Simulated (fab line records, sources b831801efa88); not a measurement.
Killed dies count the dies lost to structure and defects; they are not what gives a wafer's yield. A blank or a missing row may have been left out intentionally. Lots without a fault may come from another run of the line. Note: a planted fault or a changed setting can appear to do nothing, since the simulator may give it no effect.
Which tool is to blame? ; flow gf180mcu ; route of 602 steps, sampled at 1 step: 12 lots, 36 wafers

## WHAT EACH GAUGE READ, for each wafer
GF_CONTACT_THK_MEAS_03. Usual: CONTACT_CVD_02_THK 858 nm, standard deviation 14.
lot;measured;on;CONTACT_CVD_02_THK (nm);flag
L788;day 15 13:14;film-metro-01;833 844 845;
L789;day 15 23:56;film-metro-04;866 856 878;
L790;day 16 11:05;film-metro-03;833 836 848;
L791;day 16 16:31;film-metro-01;822 828 852;
L792;day 17 05:28;film-metro-01;872 868 883;
L793;day 17 15:59;film-metro-01;855 871 873;
L795;day 18 03:16;film-metro-03;852 860 880;
L796;day 18 14:48;film-metro-03;841 868 862;
L797;day 19 01:01;film-metro-04;859 866 866;
L798;day 19 06:17;film-metro-01;829 853 847;
L801;day 20 07:02;film-metro-03;854 868 861;
L809;day 23 04:04;film-metro-01;844 841 839;

## WHAT TOOL EACH LOT RAN ON (gives the tool, then ch and the chambers of the sampled wafers, and finally the start)
The record shows no process step preceding these readings.

## AS READ BY THE TOOLS THEMSELVES (means over the sampled wafers that have a number; for cases with no such wafer, the mark the record gives instead)
The record holds no such reading with a usual standard deviation.

## THE ANSWER, worked out from the rows above alone
Rule: a lot counts as off when the mean over its wafers that have a number is more than 3 standard deviations away from the usual mean. Also off: a lot with no number at a reading for which 4 or more lots have one. All remaining lots with rows at the step are treated as sound. Order of review: gauges by route order, followed by the tools' own readings, for which a lot's mean as printed above is used. At the first step where some lot is off, the reading lying furthest off is the one used; lots without a number count as furthest.
None of the lots is off at any reading shown; this tells nothing.

## WHAT HAD BEEN PUT IN BY THE SIMULATOR
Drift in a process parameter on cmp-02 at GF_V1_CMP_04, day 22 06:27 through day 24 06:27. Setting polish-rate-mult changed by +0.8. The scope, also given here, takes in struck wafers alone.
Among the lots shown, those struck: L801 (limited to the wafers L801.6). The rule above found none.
